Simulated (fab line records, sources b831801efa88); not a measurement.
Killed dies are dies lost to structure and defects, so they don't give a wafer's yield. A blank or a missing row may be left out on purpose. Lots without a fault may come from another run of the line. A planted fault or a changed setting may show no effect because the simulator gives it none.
fab line records | flow sky130
record lots=12 wafers=36 last_day=50
route steps=708 shown NWELL@81 VT_ADJUST_HVTP@93 VT_ADJUST_PCH@152 SONOS_ONO@170
lots that met no fault: from a run of the same line without faults
start_h: hours from the record's first day to the start of the lot's first wafer shown | wait_h: hours since the lot's step before | " the same as in the row above | L1.1+2: a row that stands for several wafers | - no value, or no start given | * or withheld: withheld | < > ~ a bound
route shown NAME@n: a module of which the file shows steps, and the number in the route of the first | usual: mean/standard deviation of fault-free wafers | same: alike in all rows | chamber/n: place in a boat | sites: the reading at each site | _std_site: their standard deviation | _edge_site: outer sites' mean less inner sites' | radius_mm: how far each site lies from the wafer's centre | mask NAME#n: copy n | behind: the tool/chamber that last shaped the wafer | hold: why the lot was held/for how many hours/how that ended | device: the transistor (n, p or np) that didn't switch | end of line: the same wafers' tests at the end of the route | a step without rows: its recipe alone | killed: dies lost to structure and defects at the first sort, not the wafer's yield | map: a wafer's dies, x killed, . not, _ none there
set.NAME: the setting as run; set.NAME@STEP: as run at that earlier step | model.NAME: the simulator's own value behind a step, which no gauge read
steps of the route over a sample of lots; a table a step, a row a wafer
services: from which hour (start_h, from the record's first day; less than 0 if before it) a tool's chamber was out of use, for how many hours, and why
## steps
# step SKY_NWELL_RTA_28
# recipe temp_c=1050 time_s=30 idle_temp_c=650 ramp_up_c_per_s=150 ramp_down_c_per_s=90 ambient=N2
# usual lamp_power_pct=25.30/0.051 wafer_temp_C_max=1054.9/0.97
# columns lot.wafer tool chamber start_h wait_h lamp_power_pct wafer_temp_C_max
L176.1 rtp_anneal-01 0 104.84 0.0 25.26 1053.9
L176.2 " 0 " " 25.27 1055.4
L176.5 " 0 " " 25.28 1053.9
L177.1 rtp_anneal-02 0 109.04 0.0 25.29 1056.2
L177.4 " 0 " " 25.34 1054.8
L177.5 " 0 " " 25.31 1053.0
L179.1 rtp_anneal-02 0 123.78 0.0 25.34 1054.4
L179.4 " 0 " " 25.25 1056.2
L179.5 " 0 " " 25.41 1055.4
L180.3 rtp_anneal-01 0 128.88 0.0 25.21 1054.1
L180.4 " 0 " " 25.34 1054.5
L180.6 " 0 " " 25.21 1054.2
L182.1 rtp_anneal-02 0 141.43 0.0 25.30 1055.3
L182.4 " 0 " " 25.35 1055.6
L182.5 " 0 " " 25.36 1055.6
L185.1 rtp_anneal-02 0 155.98 0.0 25.21 1053.1
L185.5 " 0 " " 25.25 1058.3
L185.6 " 0 " " 25.37 1054.9
L193.2 rtp_anneal-02 0 220.86 0.0 25.34 1053.6
L193.4 " 0 " " 25.30 1055.4
L193.5 " 0 " " 25.28 1055.3
L194.2 rtp_anneal-01 0 222.15 0.0 25.17 1055.8
L194.5 " 0 " " 25.27 1055.3
L194.6 " 0 " " 25.47 1053.9
L195.2 rtp_anneal-02 0 223.20 0.0 25.28 1055.2
L195.3 " 0 " " 25.36 1053.4
L195.5 " 0 " " 25.34 1056.1
L196.2 rtp_anneal-01 0 227.76 0.0 25.27 1054.0
L196.3 " 0 " " 25.26 1053.4
L196.5 " 0 " " 25.35 1056.0
L197.1 rtp_anneal-01 0 235.35 0.0 25.25 1053.9
L197.2 " 0 " " 25.23 1054.6
L197.3 " 0 " " 25.25 1055.5
L198.1 rtp_anneal-02 0 237.88 0.0 25.27 1053.5
L198.3 " 0 " " 25.29 1056.1
L198.6 " 0 " " 25.29 1055.7
# step SKY_VT_ADJUST_HVTP_OVL_MEAS_08
# usual VT_ADJUST_HVTP_OVL=-0.7/1.1
# columns lot.wafer tool chamber start_h wait_h VT_ADJUST_HVTP_OVL[nm]
L176.1 overlay-02 - 122.86 0.1 -1.8
L176.2 " - " " -2.7
L176.5 " - " " -1.1
L177.1 overlay-02 - 126.21 0.1 0.3
L177.4 " - " " -2.1
L177.5 " - " " 0.9
L179.1 overlay-01 - 143.28 0.1 -1.5
L179.4 " - " " -2.9
L179.5 " - " " -1.7
L180.3 overlay-01 - 148.77 0.1 0.4
L180.4 " - " " -0.8
L180.6 " - " " 0.8
L182.1 overlay-01 - 161.68 0.1 -0.1
L182.4 " - " " -0.1
L182.5 " - " " -0.9
L185.1 overlay-01 - 176.86 0.1 0.7
L185.5 " - " " 1.8
L185.6 " - " " -0.1
L193.2 overlay-01 - 243.81 0.1 -0.2
L193.4 " - " " 0.0
L193.5 " - " " -0.4
L194.2 overlay-02 - 244.16 0.1 -0.7
L194.5 " - " " 0.4
L194.6 " - " " -0.1
L195.2 overlay-01 - 246.41 0.1 -1.7
L195.3 " - " " 0.3
L195.5 " - " " -0.9
L196.2 overlay-02 - 251.26 0.1 -0.4
L196.3 " - " " -1.4
L196.5 " - " " -1.5
L197.1 overlay-01 - 259.38 0.1 -3.1
L197.2 " - " " -2.3
L197.3 " - " " -3.1
L198.1 overlay-02 - 261.80 0.1 1.5
L198.3 " - " " 0.0
L198.6 " - " " 0.4
# step SKY_VT_ADJUST_PCH_STRIP_09
# recipe chemistry=O2/N2 power_w=1400 pressure_mtorr=1500 platen_temp_c=withheld o2_flow_sccm=3000 n2_flow_sccm=300 overash_fraction=0.5
# usual drypump_motor_current_A=5.6/0.55 oes_product_au=0.723/0.0051 strip_time_to_endpoint_s=36.95/0.11
# columns lot.wafer tool chamber start_h wait_h drypump_motor_current_A oes_product_au rf_hours_counter_h strip_time_to_endpoint_s
L176.1 plasma_asher-02 1 227.12 0.1 5.5 0.720 41 36.87
L176.2 " 0 " " 5.7 0.723 41 36.94
L176.5 " 1 " " 5.5 0.720 - 36.88
L177.1 plasma_asher-04 0 229.47 0.1 5.1 0.732 58 37.04
L177.4 " 1 " " 5.7 0.728 - 37.18
L177.5 " 1 " " 5.7 0.727 - 37.18
L179.1 plasma_asher-04 1 251.02 0.1 5.7 0.727 60 37.15
L179.4 " 0 " " 5.1 0.726 - 37.03
L179.5 " 1 " " 5.7 0.721 - 37.08
L180.3 plasma_asher-04 0 258.00 0.1 5.1 0.724 - 37.00
L180.4 " 1 " " 5.7 0.725 - 36.99
L180.6 " 0 " " 5.1 0.714 - 36.94
L182.1 plasma_asher-02 1 274.87 0.1 5.4 0.718 45 36.99
L182.4 " 0 " " 5.7 0.716 - 37.01
L182.5 " 0 " " 5.7 0.725 - 36.96
L185.1 plasma_asher-03 0 291.50 0.1 6.5 0.719 57 36.98
L185.5 " 0 " " 6.5 0.722 - 37.13
L185.6 " 1 " " 5.0 0.727 - 37.08
L193.2 plasma_asher-04 1 370.85 0.1 5.7 0.720 68 36.93
L193.4 " 0 " " 5.1 0.729 - 36.93
L193.5 " 0 " " 5.1 0.725 - 36.97
L194.2 plasma_asher-03 1 373.07 0.1 5.0 0.730 65 36.82
L194.5 " 1 " " 5.0 0.723 - 36.82
L194.6 " 0 " " 6.5 0.728 - 36.81
L195.2 plasma_asher-03 0 375.77 0.1 6.5 0.723 66 36.84
L195.3 " 0 " " 6.5 0.716 - 36.90
L195.5 " 0 " " 6.5 0.722 - 36.97
L196.2 plasma_asher-03 0 383.25 0.1 6.5 0.719 66 37.02
L196.3 " 0 " " 6.5 0.723 - 36.91
L196.5 " 0 " " 6.5 0.719 - 36.91
L197.1 plasma_asher-02 1 391.67 0.1 5.4 0.729 57 37.18
L197.2 " 0 " " 5.7 0.723 57 37.32
L197.3 " 1 " " 5.5 0.726 - 37.19
L198.1 plasma_asher-04 1 395.22 0.1 5.7 0.722 70 36.96
L198.3 " 0 " " 5.1 0.729 - 37.04
L198.6 " 0 " " 5.1 0.725 - 37.06
# step SKY_SONOS_ONO_CVD_02
# recipe material=Si3N4 precursor=DCS/NH3 target_thk_nm=10.5 temp_c=770 time_s=180 pressure_mtorr=250
# columns lot.wafer tool chamber start_h wait_h
L176.1+2+5 lpcvd-02 1 254.13 1.8
L177.1+4+5 lpcvd-02 1 255.41 0.1
L179.1+4+5 lpcvd-02 1 277.57 0.1
L180.3+4+6 lpcvd-02 1 286.35 1.4
L182.1+4+5 lpcvd-02 1 304.15 1.7
L185.1+5+6 lpcvd-02 1 319.98 0.1
L193.2+4+5 lpcvd-02 1 406.00 3.2
L194.2+5+6 lpcvd-02 0 406.00 1.9
L195.2+3+5 lpcvd-02 1 409.62 2.9
L196.2+3+5 lpcvd-02 0 418.00 0.0
L197.1+2+3 lpcvd-02 1 425.72 0.5
L198.1+3+6 lpcvd-02 1 428.12 1.0
# step SKY_SONOS_ONO_THK_MEAS_03
# recipe reads=Si3N4_of_SONOS_ONO_CVD_02
# usual SONOS_ONO_CVD_02_THK=10.50/0.17
# columns lot.wafer tool chamber start_h wait_h SONOS_ONO_CVD_02_THK[nm]
L176.1 film_metro-02 - 255.18 0.0 10.55
L176.2 " - " " 10.48
L176.5 " - " " 10.55
L177.1 film_metro-01 - 256.46 0.0 10.70
L177.4 " - " " 10.63
L177.5 " - " " 10.69
L179.1 film_metro-02 - 278.62 0.0 10.44
L179.4 " - " " 10.40
L179.5 " - " " 10.60
L180.3 film_metro-02 - 287.95 0.0 10.72
L180.4 " - " " 10.43
L180.6 " - " " 10.62
L182.1 film_metro-01 - 305.20 0.0 10.75
L182.4 " - " " 10.69
L182.5 " - " " 10.48
L185.1 film_metro-02 - 321.03 0.0 15.95
L185.5 " - " " 15.95
L185.6 " - " " 16.13
L193.2 film_metro-02 - 407.59 0.0 10.37
L193.4 " - " " 10.50
L193.5 " - " " 10.30
L194.2 film_metro-01 - 407.59 0.0 10.67
L194.5 " - " " 10.67
L194.6 " - " " 10.74
L195.2 film_metro-01 - 410.68 0.0 10.45
L195.3 " - " " 10.48
L195.5 " - " " 10.37
L196.2 film_metro-01 - 419.06 0.0 10.27
L196.3 " - " " 10.46
L196.5 " - " " 10.33
L197.1 film_metro-01 - 426.77 0.0 10.61
L197.2 " - " " 10.66
L197.3 " - " " 10.36
L198.1 film_metro-03 - 429.17 0.0 10.61
L198.3 " - " " 10.49
L198.6 " - " " 10.52
## services
# columns tool chamber start_h hours kind
lpcvd-02 - 94.25 14.6 pm
plasma_asher-02 - 120.56 6.3 repair
plasma_asher-03 - 126.28 1.9 repair
lpcvd-02 - 141.31 0.8 pm
plasma_asher-03 - 141.47 4.1 repair
plasma_asher-04 - 179.45 3.2 repair
plasma_asher-04 - 188.82 1.0 repair
lpcvd-02 - 214.03 2.2 repair
lpcvd-02 - 216.28 2.8 pm
rtp_anneal-01 - 242.76 3.6 pm
plasma_asher-03 - 248.73 0.6 repair
plasma_asher-04 - 255.45 0.8 repair
lpcvd-02 - 263.85 1.4 repair
plasma_asher-04 - 277.09 31.9 repair
lpcvd-02 - 351.26 6.1 pm
rtp_anneal-02 - 374.94 4.0 pm
plasma_asher-03 - 398.08 4.0 repair
plasma_asher-03 - 421.25 9.0 pm
plasma_asher-03 0 421.25 9.0 vent_cycle
plasma_asher-03 1 421.25 9.0 vent_cycle
## key
first_sign step=SKY_SONOS_ONO_THK_MEAS_03 reading=SONOS_ONO_CVD_02_THK direction=up sigmas=33 usual=10.50 struck=16.01
effect none on later readings
met_at SKY_SONOS_ONO_CVD_02
struck_lots L185
struck_wafers L185.1,L185.5,L185.6
tester_left_out L185
not_acting_at SKY_NWELL_RTA_28,SKY_VT_ADJUST_HVTP_OVL_MEAS_08,SKY_VT_ADJUST_PCH_STRIP_09
onset_between 304.15 319.98
fault kind=process_parameter_drift tool=lpcvd-02 chamber=1 onset_h=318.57 steps=SKY_SONOS_ONO_CVD_02 channel=target_thk_nm offset=5.4772 shape=step end_h=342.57 acts_in=these_recipes_only stated=10.5
# tester_left_out: of these lots the tester's yield and bins aren't shown, on N5 and GAA mostly nor the transistor test; their killed dies are dies lost to structure and defects alone, not to doping, threshold or leakage, so they don't give the yield
